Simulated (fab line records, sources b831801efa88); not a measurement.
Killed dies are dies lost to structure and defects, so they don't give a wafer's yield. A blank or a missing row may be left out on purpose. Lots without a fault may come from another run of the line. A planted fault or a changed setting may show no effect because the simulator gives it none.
fab line records | flow sfq_line
record lots=13 wafers=39 last_day=87
route steps=325 shown I2@104
lots that met no fault: from a run of the same line without faults
start_h: hours from the record's first day to the start of the lot's first wafer shown | wait_h: hours since the lot's step before | " the same as in the row above | L1.1+2: a row that stands for several wafers | - no value, or no start given | * or withheld: withheld | < > ~ a bound
route shown NAME@n: a module of which the file shows steps, and the number in the route of the first | usual: mean/standard deviation of fault-free wafers | same: alike in all rows | chamber/n: place in a boat | sites: the reading at each site | _std_site: their standard deviation | _edge_site: outer sites' mean less inner sites' | radius_mm: how far each site lies from the wafer's centre | mask NAME#n: copy n | behind: the tool/chamber that last shaped the wafer | hold: why the lot was held/for how many hours/how that ended | device: the transistor (n, p or np) that didn't switch | end of line: the same wafers' tests at the end of the route | a step without rows: its recipe alone | killed: dies lost to structure and defects at the first sort, not the wafer's yield | map: a wafer's dies, x killed, . not, _ none there
set.NAME: the setting as run; set.NAME@STEP: as run at that earlier step | model.NAME: the simulator's own value behind a step, which no gauge read
steps of the route over a sample of lots; a table a step, a row a wafer
services: from which hour (start_h, from the record's first day; less than 0 if before it) a tool's chamber was out of use, for how many hours, and why
## steps
# step SFQ_TRILAYER_I2_CMP_CMP_064
# recipe material=SiO2 down_force_psi=3 platen_rpm=60 pad_velocity_m_s=0.94248
# usual motor_current_A=10.1/1 slurry_flow_ml_min=150.1/0.48 time_to_endpoint_s=216/6.8
# columns lot.wafer tool chamber start_h wait_h motor_current_A slurry_flow_ml_min time_to_endpoint_s
L463.4 cmp-02 2 564.15 1.3 11.5 150.5 216
L463.5 " 0 565.15 2.3 8.8 150.3 224
L463.6 " 1 " " 11.0 150.3 221
L464.2 cmp-02 2 576.10 2.9 11.5 150.8 196
L464.3 " 3 " " 10.4 150.6 212
L464.1 " 1 577.60 4.4 10.5 150.0 210
L465.2 cmp-01 3 634.08 0.5 10.2 149.6 218
L465.1 " 0 " " 9.5 149.7 214
L465.6 " 3 636.08 2.5 10.4 149.2 224
L466.4 cmp-01 0 637.08 2.3 9.9 150.1 206
L466.1 " 1 " " 8.6 150.7 201
L466.2 " 2 " " 9.5 149.3 209
L468.3 cmp-01 0 640.08 2.9 9.7 149.5 217
L468.4 " 1 " " 8.4 150.1 220
L468.5 " 0 642.08 4.9 9.6 149.8 232
L470.1 cmp-01 1 781.72 3.8 8.0 150.0 216
L470.6 " 2 " " 9.2 149.4 226
L470.5 " 3 " " 9.7 150.0 223
L474.2 cmp-01 0 826.32 1.0 9.5 149.9 207
L474.5 " 2 827.32 2.0 9.7 150.5 223
L474.6 " 3 " " 9.9 150.1 245
L476.1 cmp-02 1 843.24 3.2 11.2 149.9 217
L476.6 " 0 844.74 4.7 9.0 150.2 221
L476.5 " 1 " " 10.4 150.4 218
L480.3 cmp-02 1 875.51 0.0 10.8 149.5 211
L480.1 " 0 877.01 1.5 8.6 149.6 211
L480.6 " 1 " " 10.1 149.7 222
L483.4 cmp-02 1 897.74 0.0 10.2 149.8 228
L483.1 " 2 " " 11.5 152.0 219
L483.5 " 2 900.24 2.5 11.3 149.6 221
L484.3 cmp-02 3 909.70 0.0 10.6 150.5 221
L484.2 " 1 910.70 1.0 10.4 150.6 212
L484.5 " 0 912.20 2.5 8.5 149.7 216
L485.4 cmp-02 2 923.06 0.0 11.6 150.8 207
L485.2 " 1 924.56 1.5 10.4 150.4 214
L485.6 " 3 925.56 2.5 11.2 150.3 213
L486.3 cmp-02 0 932.06 6.0 8.6 149.8 217
L486.1 " 1 " " 10.8 150.1 207
L486.5 " 1 934.56 8.4 10.6 150.7 222
# step SFQ_TRILAYER_I2_METRO_MEASURE_065
# usual thk_nm=199.7/1
# columns lot.wafer tool chamber start_h wait_h thk_nm
L463.4 film_metro-03 - 566.87 0.6 197.3
L463.5 " - " " 198.8
L463.6 " - " " 198.5
L464.1 film_metro-02 - 579.22 0.1 200.1
L464.2 " - " " 199.3
L464.3 " - " " 200.2
L465.1 film_metro-04 - 636.70 0.1 200.8
L465.2 " - " " 200.5
L465.6 " - " " 200.0
L466.1 film_metro-03 - 639.70 0.1 197.8
L466.2 " - " " 199.9
L466.4 " - " " 200.9
L468.3 film_metro-04 - 643.10 0.5 199.8
L468.4 " - " " 198.9
L468.5 " - " " 201.4
L470.1 film_metro-02 - 783.34 0.1 200.0
L470.5 " - " " 200.1
L470.6 " - " " 201.1
L474.2 film_metro-02 - 828.64 0.3 198.6
L474.5 " - " " 198.4
L474.6 " - " " 148.6
L476.1 film_metro-03 - 845.86 0.1 198.7
L476.5 " - " " 199.8
L476.6 " - " " 200.5
L480.1 film_metro-04 - 878.63 0.1 201.0
L480.3 " - " " 199.6
L480.6 " - " " 199.8
L483.1 film_metro-04 - 900.86 0.1 199.0
L483.4 " - " " 200.8
L483.5 " - " " 200.1
L484.2 film_metro-02 - 913.02 0.3 199.6
L484.3 " - " " 199.2
L484.5 " - " " 199.8
L485.2 film_metro-04 - 926.38 0.3 199.5
L485.4 " - " " 198.7
L485.6 " - " " 199.7
L486.1 film_metro-04 - 935.18 0.1 201.5
L486.3 " - " " 200.7
L486.5 " - " " 200.6
# step SFQ_TRILAYER_I2_VIA_ETCH_VIA_ETCH_070
# recipe target=SiO2 stop_on=Nb mask_material=PR taper_deg=20 chemistry=CHF3 target_depth_nm=260 source_w=500 bias_w=80 pressure_mtorr=30 time_s=withheld
# usual drypump_motor_current_A=5.6/0.6 oes_product_au=0.853/0.005
# columns lot.wafer tool chamber start_h wait_h drypump_motor_current_A oes_product_au
L463.4 rie_diel-04 3 701.30 0.0 6.0 0.850
L463.5 " 3 " " 6.0 0.853
L463.6 " 2 " " 5.2 0.849
L464.1 rie_diel-04 1 713.30 0.0 4.9 0.852
L464.2 " 2 " " 5.2 0.853
L464.3 " 3 " " 6.0 0.855
L465.1 rie_diel-04 3 778.26 0.0 6.0 0.854
L465.2 " 1 " " 4.9 0.843
L465.6 " 0 " " 5.1 0.861
L466.1 rie_diel-03 2 781.86 0.0 6.4 0.858
L466.2 " 0 " " 6.1 0.856
L466.4 " 3 " " 5.8 0.852
L468.3 rie_diel-04 3 787.86 0.0 6.0 0.858
L468.4 " 0 " " 5.1 0.855
L468.5 " 1 " " 4.9 0.858
L470.1 rie_diel-02 2 924.64 0.0 6.3 0.858
L470.5 " 1 " " 4.8 0.850
L470.6 " 2 " " 6.3 0.854
L474.2 rie_diel-04 1 972.99 0.0 4.9 0.857
L474.5 " 2 " " 5.1 0.848
L474.6 " 3 " " 6.0 0.727
L476.1 rie_diel-03 3 986.19 0.0 5.8 0.851
L476.5 " 3 " " 5.8 0.854
L476.6 " 0 " " 6.1 0.852
L480.1 rie_diel-03 3 1022.34 0.0 5.8 0.856
L480.3 " 1 " " 6.8 0.848
L480.6 " 3 " " 5.8 0.859
L483.1 rie_diel-04 2 1046.47 0.0 5.2 0.854
L483.4 " 1 " " 4.9 0.844
L483.5 " 1 " " 4.9 0.848
L484.2 rie_diel-02 2 1057.27 0.0 6.3 0.857
L484.3 " 0 " " 6.0 0.851
L484.5 " 1 " " 4.8 0.853
L485.2 rie_diel-04 3 1068.07 0.0 6.1 0.845
L485.4 " 1 " " 4.9 0.847
L485.6 " 3 " " 6.0 0.857
L486.1 rie_diel-02 0 1075.27 0.0 6.0 0.854
L486.3 " 1 " " 4.8 0.855
L486.5 " 0 " " 6.0 0.849
## services
# columns tool chamber start_h hours kind
cmp-02 - 552.68 0.4 repair
rie_diel-04 0 589.72 8.8 repair
film_metro-04 - 641.18 1.0 pm
film_metro-04 - 647.48 0.2 pm
cmp-02 - 672.31 1.1 repair
film_metro-04 - 673.06 8.3 repair
cmp-02 - 688.41 4.9 pm
rie_diel-04 2 690.26 10.6 repair
cmp-02 - 723.68 1.3 repair
cmp-02 - 746.91 4.0 pm
rie_diel-04 - 752.43 0.6 repair
rie_diel-04 2 771.79 19.3 repair
rie_diel-04 3 788.19 3.5 repair
rie_diel-04 3 810.86 10.1 repair
cmp-02 - 835.19 1.6 repair
rie_diel-04 0 857.66 2.5 repair
rie_diel-04 1 896.74 5.3 repair
rie_diel-04 2 898.43 14.4 repair
cmp-02 - 903.55 1.2 repair
cmp-02 - 1032.48 4.6 repair
cmp-02 - 1040.75 0.6 repair
cmp-02 - 1049.54 4.0 repair
cmp-02 - 1056.54 5.3 pm
rie_diel-04 2 1065.81 6.3 repair
## key
first_sign step=SFQ_TRILAYER_I2_CMP_CMP_064 reading=time_to_endpoint_s direction=up sigmas=4.2 usual=* struck=*
effect step=SFQ_TRILAYER_I2_METRO_MEASURE_065 reading=thk_nm direction=down sigmas=50 usual=199.7 struck=148.6
effect step=SFQ_TRILAYER_I2_VIA_ETCH_VIA_ETCH_070 reading=oes_product_au direction=down sigmas=25 usual=0.853 struck=0.727
met_at SFQ_TRILAYER_I2_CMP_CMP_064
struck_lots L474
struck_wafers L474.6
onset_between 781.72 826.32
fault kind=process_parameter_drift tool=cmp-01 chamber=- onset_h=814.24 steps=SFQ_TRILAYER_I2_CMP_CMP_064 channel=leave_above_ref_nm offset=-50 shape=step end_h=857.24 scope=struck_wafers_only acts_in=these_recipes_only stated=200
